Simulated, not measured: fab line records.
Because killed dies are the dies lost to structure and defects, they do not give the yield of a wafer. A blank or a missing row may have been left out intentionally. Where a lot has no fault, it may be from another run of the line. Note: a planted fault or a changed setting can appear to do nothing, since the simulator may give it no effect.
Which tool did it?    flow sky130    Sampling: 12 lots, 36 wafers, 2 of 708 route steps

== WHAT THE GAUGES SHOWED, per wafer ==
The record holds no reading of a measuring or inspecting step that can be judged against a usual standard deviation.

== WHICH TOOL RAN EACH LOT (tool, then ch and the chambers of the sampled wafers, then the start) ==
lot   SKY_VIA3_CMP_02                SKY_PAD_OPEN_PROBE_99
L902  cmp-02 ch 2,3, day 38 14:55    prober-01, day 45 20:16
L903  cmp-02 ch 0,1,3, day 39 06:51  prober-02, day 46 07:59
L905  cmp-01 ch 0,1,2, day 39 20:11  prober-01, day 46 19:10
L904  cmp-01 ch 0,2,3, day 40 01:23  prober-02, day 46 23:28
L906  cmp-01 ch 0,1, day 40 08:35    prober-01, day 47 05:55
L910  cmp-02 ch 1,2, day 41 07:05    prober-01, day 48 01:11
L911  cmp-02 ch 2,3, day 41 14:08    prober-02, day 48 06:16
L914  cmp-02 ch 1,2, day 43 02:32    prober-02, day 49 12:13
L918  cmp-01 ch 1,2,3, day 43 09:59  prober-01, day 49 17:28
L917  cmp-01 ch 0,2,3, day 43 12:17  prober-02, day 49 18:52
L921  cmp-01 ch 1,2,3, day 44 02:56  prober-01, day 50 06:46
L923  cmp-01 ch 0,1, day 44 14:28    prober-02, day 50 14:31
- SKY_VIA3_CMP_02: polishes SiO2.
- SKY_PAD_OPEN_PROBE_99

== AS READ BY THE TOOLS THEMSELVES (means over the sampled wafers that have a number; for cases with no such wafer, the mark the record gives instead) ==
SKY_VIA3_CMP_02. Usual: edgeZonePressureFrac 1.001, standard deviation 0.0049; motorCurrentA 12.7 A, standard deviation 1.2; slurryFilterDpKPa 13.51 kPa, standard deviation 0.13.
lot   tool    edgeZonePressureFrac  motorCurrentA (A)  slurryFilterDpKPa (kPa)  flag
L902  cmp-02  1.003                 12.7               13.55                    
L903  cmp-02  0.999                 13.6               13.45                    
L905  cmp-01  1.000                 12.4               13.58                    
L904  cmp-01  1.001                 11.9               13.50                    
L906  cmp-01  1.002                 12.6               13.53                    
L910  cmp-02  1.002                 12.1               13.61                    
L911  cmp-02  1.000                 12.7               13.44                    
L914  cmp-02  1.002                 12.3               13.46                    
L918  cmp-01  0.998                 12.7               13.52                    
L917  cmp-01  1.004                 11.6               13.51                    
L921  cmp-01  1.002                 12.6               13.50                    
L923  cmp-01  0.999                 12.3               13.44                    

SKY_PAD_OPEN_PROBE_99. Usual: defectLimitedYield 82.8 %, standard deviation 1.9; killed_at_M0_to_M3 43, standard deviation 7.3; killed_at_M4_up 3.6, standard deviation 1.9; killedAtContacts 23, standard deviation 5.3; killedAtFrontEnd 15, standard deviation 4.5; killedAtOther 0.3, standard deviation 0.72; killedDies 85, standard deviation 9.4; killedOnRim 17, standard deviation 4.2; killedOpen 46, standard deviation 6.7; killedShort 38, standard deviation 6.8; sort_bin_3_pad_short 0.8 %, standard deviation 0.36; sort_bin_5_function 10.1 %, standard deviation 1.3; sort_bin_6_memory 6.3 %, standard deviation 1.2; sortNPass 407, standard deviation 9.4; sortYieldPct 82.8 %, standard deviation 1.9.
lot   tool       defectLimitedYield (%)  killed_at_M0_to_M3  killed_at_M4_up  killedAtContacts  killedAtFrontEnd  killedAtOther  killedDies  killedOnRim  killedOpen  killedShort  sort_bin_3_pad_short (%)  sort_bin_5_function (%)  sort_bin_6_memory (%)  sortNPass  sortYieldPct (%)  flag
L902  prober-01  83.5                    41                  3.0              22                13                2.3            81          16           44          35           0.8                       10.5                     5.3                    411        83.5              
L903  prober-02  82.6                    40                  3.7              25                16                0.7            86          16           43          42           0.8                       9.9                      6.7                    406        82.6              
L905  prober-01  82.7                    44                  3.7              23                13                1.3            85          14           49          35           0.8                       10.1                     6.4                    407        82.7              
L904  prober-02  79.1                    52                  5.0              29                16                1.0            103         27           61          42           0.7                       12.7                     7.5                    389        79.1              
L906  prober-01  82.1                    48                  3.3              23                14                0.0            88          20           49          38           0.8                       11.1                     6.0                    404        82.1              
L910  prober-01  83.0                    39                  3.3              24                17                0.0            84          16           49          34           0.5                       11.1                     5.5                    408        83.0              
L911  prober-02  61.0                    158                 4.0              18                12                0.3            192         37           42          29           2.4                       24.5                     12.0                   300        61.0              OFF
L914  prober-02  63.1                    144                 3.0              21                13                0.0            182         35           37          29           1.5                       22.7                     12.7                   310        63.1              OFF
L918  prober-01  84.4                    34                  3.3              21                18                0.0            77          18           43          33           0.7                       9.5                      5.4                    415        84.4              
L917  prober-02  82.5                    42                  4.3              25                14                0.3            86          17           45          41           0.7                       9.4                      7.4                    406        82.5              
L921  prober-01  83.0                    43                  3.3              19                18                0.3            83          18           41          43           1.0                       9.7                      6.2                    409        83.0              
L923  prober-02  84.0                    42                  4.0              16                16                0.0            79          14           38          40           1.1                       8.5                      6.3                    413        84.0              

== THE ANSWER, worked out from the rows above alone ==
Rule: a lot counts as off when the mean over its wafers that have a number is more than 3 standard deviations away from the usual mean. Also off: a lot with no number at a reading for which 4 or more lots have one. The other lots that the step has rows for count as sound. Order of review: gauges by route order, followed by the tools' own readings, for which a lot's mean as printed above is used. The first step at which some lot is off is used, and at that step the reading that is off furthest; a lot without a number counts as furthest.
Off at SKY_PAD_OPEN_PROBE_99 (killed_at_M0_to_M3): L911, L914.
A tool fits if, at that step or a process step before it, it ran every lot that is off, and no sound lot after the first of them. One candidate fits, namely cmp-02 at SKY_VIA3_CMP_02. Its last sound lot is L910 (day 41 07:05), its first lot that is off L911 (day 41 14:08): a fault that began between those two fits.

== WHAT THE SIMULATOR HAD INSERTED ==
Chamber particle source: cmp-02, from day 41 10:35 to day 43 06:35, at SKY_VIA3_CMP_02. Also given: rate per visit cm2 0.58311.
Struck lots among those shown: L911, L914. Same finding as the rule above.
